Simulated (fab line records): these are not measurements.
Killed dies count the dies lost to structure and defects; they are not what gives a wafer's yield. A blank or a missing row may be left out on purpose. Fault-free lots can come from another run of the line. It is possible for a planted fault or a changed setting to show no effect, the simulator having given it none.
Which tool was responsible? | flow sky130 | Sampling: 12 lots, 36 wafers, 5 of 708 route steps

== WHAT THE GAUGES READ, wafer by wafer ==
SKY_METAL2_THK_MEAS_06: measures by xrf.
lot  | measured     | on            | METAL2_ALCU_THK (nm)
L075 | day 34 15:34 | film metro-03 | 253 255 255
L077 | day 35 18:01 | film metro-01 | 262 255 257
L080 | day 37 01:57 | film metro-04 | 248 247 243
L081 | day 37 17:21 | film metro-03 | 252 253 255
L083 | day 37 20:19 | film metro-03 | 248 246 250
L084 | day 37 22:18 | film metro-01 | 252 254 255
L086 | day 38 16:52 | film metro-04 | 258 257 257
L088 | day 39 10:32 | film metro-04 | 258 254 255
L091 | day 39 22:19 | film metro-01 | 256 252 252
L093 | day 40 03:16 | film metro-04 | 254 252 254
L095 | day 41 02:34 | film metro-01 | 254 253 253
L097 | day 41 06:08 | film metro-01 | 254 251 252

== WHICH TOOL RAN EACH LOT (tool, then ch and the chambers of the sampled wafers, then the start) ==
lot  | SKY_LOCAL_INTERCONNECT_ETCH_13    | SKY_CONTACT_CVD_00              | SKY_CONTACT_ETCH_18                           | SKY_METAL2_SPUTTER_02
L075 | rie metal-01 ch 0,1, day 31 01:32 | pecvd-01 ch 1,2, day 31 02:18   | rie diel-04 ch 2, day 34 15:21 or earlier     | pvd sputter-02, day 34 15:21
L077 | rie metal-04 ch 0,1, day 32 04:14 | pecvd-01 ch 0,2, day 32 04:56   | rie diel-03 ch 0,2, day 35 17:48 or earlier   | pvd sputter-04, day 35 17:48
L080 | rie metal-01 ch 0,1, day 33 12:59 | pecvd-01 ch 0,1,2, day 33 13:46 | rie diel-02 ch 0,1,2, day 37 01:44 or earlier | pvd sputter-02, day 37 01:44
L081 | rie metal-01 ch 0,1, day 34 03:52 | pecvd-01 ch 0,2, day 34 04:35   | rie diel-02 ch 1,2,3, day 37 17:07 or earlier | pvd sputter-03, day 37 17:07
L083 | rie metal-02 ch 0,1, day 34 06:32 | pecvd-04 ch 0,2, day 34 07:16   | rie diel-04 ch 0,3, day 37 20:05 or earlier   | pvd sputter-02, day 37 20:05
L084 | rie metal-01 ch 1, day 34 08:29   | pecvd-04 ch 0,2, day 34 09:14   | rie diel-03 ch 0,1,2, day 37 22:05 or earlier | pvd sputter-02, day 37 22:05
L086 | rie metal-01 ch 0,1, day 35 04:02 | pecvd-02 ch 0,1,2, day 35 04:49 | rie diel-02 ch 1,2,3, day 38 16:39 or earlier | pvd sputter-04, day 38 16:39
L088 | rie metal-02 ch 0,1, day 35 22:33 | pecvd-02 ch 0,1, day 35 23:15   | rie diel-04 ch 0,2,3, day 39 10:18 or earlier | pvd sputter-03, day 39 10:18
L091 | rie metal-04 ch 0,1, day 36 10:11 | pecvd-02 ch 0,1, day 36 10:55   | rie diel-04 ch 0,1,3, day 39 22:07 or earlier | pvd sputter-04, day 39 22:07
L093 | rie metal-02 ch 0,1, day 36 15:15 | pecvd-01 ch 0,1,2, day 36 16:00 | rie diel-03 ch 1,2, day 40 03:04 or earlier   | pvd sputter-03, day 40 03:04
L095 | rie metal-01 ch 1, day 37 16:24   | pecvd-01 ch 0,1,2, day 37 17:14 | rie diel-04 ch 2,3, day 41 02:20 or earlier   | pvd sputter-04, day 41 02:20
L097 | rie metal-02 ch 0,1, day 37 18:33 | pecvd-04 ch 0,1,2, day 37 19:35 | rie diel-02 ch 1,2, day 41 05:53 or earlier   | pvd sputter-04, day 41 05:53
- SKY_LOCAL_INTERCONNECT_ETCH_13: etches BARC in N2/H2, stops on SiO2, time 45.9 s, target depth 60 nm.
- SKY_CONTACT_CVD_00: deposits Si3N4, target thk 75 nm.
- SKY_CONTACT_ETCH_18: etches Si3N4 in CHF3/O2, stops on TiN, time 39 s, target depth 75 nm.
- SKY_METAL2_SPUTTER_02: material AlCu, target thk 250 nm, time 13.3 s.

== THE ANSWER, worked out from the rows above alone ==
Rule: the usual values come from the lots themselves. Put in order of their means at a reading, lots are off if they are a third of the lots or fewer, leave a main group of 4 or more, and stand apart from it by a gap of 3 or more times the standard deviation of the main group's means; of several such gaps the widest counts. Not used: any main group whose means are identical at the precision the tables above print for the reading. A lot without any number at a reading at which 4 lots or more have one is off too. All remaining lots with rows at the step are treated as sound.
No lot is off at any reading shown: from this, nothing can be told.

== WHAT THE SIMULATOR HAD PUT IN ==
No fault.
